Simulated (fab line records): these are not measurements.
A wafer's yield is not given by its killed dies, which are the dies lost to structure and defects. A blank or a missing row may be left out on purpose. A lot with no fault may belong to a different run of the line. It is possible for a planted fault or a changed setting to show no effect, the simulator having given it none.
Matching of chambers    flow gf180mcu    GF_CONTACT_CMP_27 on cmp-01 has 4 sister chambers
The step polishes, stops on SiO2, t overpolish 15 s, target thk 0 nm. 14 wafers are shown with their chamber, then 7 later ones without.

== WAFERS, EACH WITH ITS CHAMBER ==
wafer   chamber  motor_current_A (A)  time_to_endpoint_s (s)  edge_zone_pressure_frac
L519.4  2        11.7                 70.2                    1.004
L519.5  3        10.7                 71.5                    1.000
L519.6  2        12.3                 71.4                    0.997
L523.1  0        10.4                 72.0                    1.001
L523.2  1        11.3                 73.0                    1.002
L523.6  2        11.7                 70.1                    0.997
L529.3  1        10.8                 75.2                    1.004
L529.4  0        11.5                 73.3                    0.999
L529.5  3        11.3                 72.7                    0.996
L531.1  1        10.9                 72.6                    1.003
L531.3  3        10.8                 74.1                    0.992
L531.4  2        11.8                 72.0                    1.002
L532.3  1        11.1                 74.2                    0.998
L532.4  2        12.0                 72.1                    1.002

SIGNATURES, as means of the wafers listed above
reading                  chamber 0  chamber 1  chamber 2  chamber 3  scatter within a chamber
motor_current_A          10.950     11.025     11.900     10.933     0.349
time_to_endpoint_s       72.650     73.750     71.160     72.767     1.1
edge_zone_pressure_frac  1.00000    1.00175    1.00040    0.99600    0.0031
Rule: distance of a wafer from a chamber = root of the sum over the readings of ((wafer's reading minus chamber's mean) / reading's scatter) squared. The wafer belongs to the nearest chamber; if the next one is less than 2 further off, it can't be placed. The scatter: the root of (the sum of the squares of (reading less its chamber's mean) over the shown wafers, divided by (wafers less chambers)).

== WAFERS WITH NO CHAMBER GIVEN ==
wafer   motor_current_A (A)  time_to_endpoint_s (s)  edge_zone_pressure_frac
L534.1  10.8                 76.7                    0.996
L540.2  10.6                 74.4                    0.989
L540.4  10.8                 72.6                    1.005
L540.5  11.7                 71.4                    1.002
L542.1  11.7                 76.4                    1.007
L542.2  10.4                 75.3                    0.986
L542.4  11.8                 75.3                    0.994

== CHAMBER TAKEN BY EACH ==
wafer   from the rows above                in truth
L534.1  can't be placed: 1 or 3 or 0       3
L540.2  can't be placed: 3 or 0 or 1       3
L540.4  can't be placed: 1 or 0 or 3       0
L540.5  can't be placed: 2 or 0            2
L542.1  can't be placed: 1 or 0 or 2 or 3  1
L542.2  can't be placed: 3 or 0 or 1       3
L542.4  can't be placed: 3 or 1 or 0 or 2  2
Placed correctly: 0 of 7. Unplaceable from these rows: 7, with the true chamber sitting among the candidates in 7. Wrongly placed: 0.
